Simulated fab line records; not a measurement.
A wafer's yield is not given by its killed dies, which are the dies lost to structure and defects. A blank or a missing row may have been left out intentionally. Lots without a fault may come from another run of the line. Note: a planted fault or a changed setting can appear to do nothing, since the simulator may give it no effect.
What tool caused it? / flow sky130 / 18 wafers sampled from 6 lots at 1 step of a route of 708

WHAT THE GAUGES READ, wafer by wafer
SKY_VT_ADJUST_HVTP_CD_MEAS_07: the cd target is 380 nm.
lot=L463; measured=day 6 22:25; on=cd sem-01; cd nm (nm)=378.5 380.1 379.4
lot=L466; measured=day 7 17:03; on=cd sem-02; cd nm (nm)=375.2 376.7 375.2
lot=L468; measured=day 8 05:17; on=cd sem-01; cd nm (nm)=381.1 380.1 380.2
lot=L474; measured=day 9 21:16; on=cd sem-01; cd nm (nm)=378.8 377.4 379.1
lot=L476; measured=day 10 04:07; on=cd sem-01; cd nm (nm)=378.6 378.7 380.5
lot=L483; measured=day 12 06:20; on=cd sem-01; cd nm (nm)=382.9 381.1 382.1

EACH LOT AND THE TOOL THAT RAN IT (in order: tool; ch and the chambers of the sampled wafers; start)
Record: no process step prior to these readings.

THE ANSWER, worked out from the rows above alone
Rule: usual is defined by the lots themselves. Put in order of their means at a reading, lots are off if they are a third of the lots or fewer, leave a main group of 4 or more, and stand apart from it by a gap of 3 or more times the standard deviation of the main group's means; of several such gaps the widest counts. A main group whose means are all the same, to the digits that the tables above print for the reading, isn't used. A lot without any number at a reading at which 4 lots or more have one is off too. Any other lot the step has rows for is counted as sound.
None of the lots is off at any reading shown; this tells nothing.

WHAT THE SIMULATOR HAD PUT IN
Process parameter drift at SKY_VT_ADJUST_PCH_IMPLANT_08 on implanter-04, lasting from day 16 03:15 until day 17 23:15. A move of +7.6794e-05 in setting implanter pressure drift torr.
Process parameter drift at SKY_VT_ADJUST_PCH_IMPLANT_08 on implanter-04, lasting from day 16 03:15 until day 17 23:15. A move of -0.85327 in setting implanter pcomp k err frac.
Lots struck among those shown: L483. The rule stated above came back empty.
